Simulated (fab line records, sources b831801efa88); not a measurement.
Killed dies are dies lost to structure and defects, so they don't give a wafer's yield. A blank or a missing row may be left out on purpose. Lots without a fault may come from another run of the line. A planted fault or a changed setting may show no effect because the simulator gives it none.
Chamber matching | flow sky130 | SKY_CONTACT_ETCH_17 on rie_diel-03: 4 sister chambers
The step etches SiO2 in C4F8/O2/Ar, stops on Si3N4, target depth 340 nm. 8 wafers are shown with their chamber, then 9 later ones without.

WAFERS WITH THEIR CHAMBER
wafer  | chamber | oes_product_au (a.u.)
L080.2 | 0       | 0.892
L082.2 | 3       | 0.893
L082.4 | 0       | 0.898
L084.3 | 2       | 0.885
L084.6 | 1       | 0.897
L085.1 | 1       | 0.894
L085.2 | 3       | 0.891
L085.4 | 2       | 0.891

WAFERS WITHOUT THEIR CHAMBER
wafer  | oes_product_au (a.u.)
L087.1 | 0.887
L087.3 | 0.894
L087.4 | 0.893
L090.1 | 0.888
L090.5 | 0.893
L090.6 | 0.890
L094.2 | 0.898
L094.3 | 0.887
L094.4 | 0.894

WHICH CHAMBER EACH WENT THROUGH
wafer  | from the rows above               | in truth
L087.1 | can't be placed: 2 or 3           | 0
L087.3 | can't be placed: 0 or 1 or 3 or 2 | 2
L087.4 | can't be placed: 3 or 0 or 1 or 2 | 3
L090.1 | can't be placed: 2 or 3           | 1
L090.5 | can't be placed: 3 or 0 or 1 or 2 | 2
L090.6 | can't be placed: 2 or 3 or 0 or 1 | 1
L094.2 | can't be placed: 1 or 0 or 3      | 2
L094.3 | can't be placed: 2 or 3           | 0
L094.4 | can't be placed: 0 or 1 or 3 or 2 | 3
Placed correctly: 0 of 9. Can't be placed from these rows: 9 (the true chamber is among the candidates in 5). Placed wrongly: 0.
How it was worked out, from the rows above alone: a wafer's distance from a chamber is the root of the sum, over the readings, of the square of ((its reading less the chamber's mean) divided by the reading's scatter). The wafer belongs to the nearest chamber; if the next one is less than 2 further off, it can't be placed. A chamber's mean is the mean of its shown wafers. The scatter: the root of (the sum of the squares of (reading less its chamber's mean) over the shown wafers, divided by (wafers less chambers)).
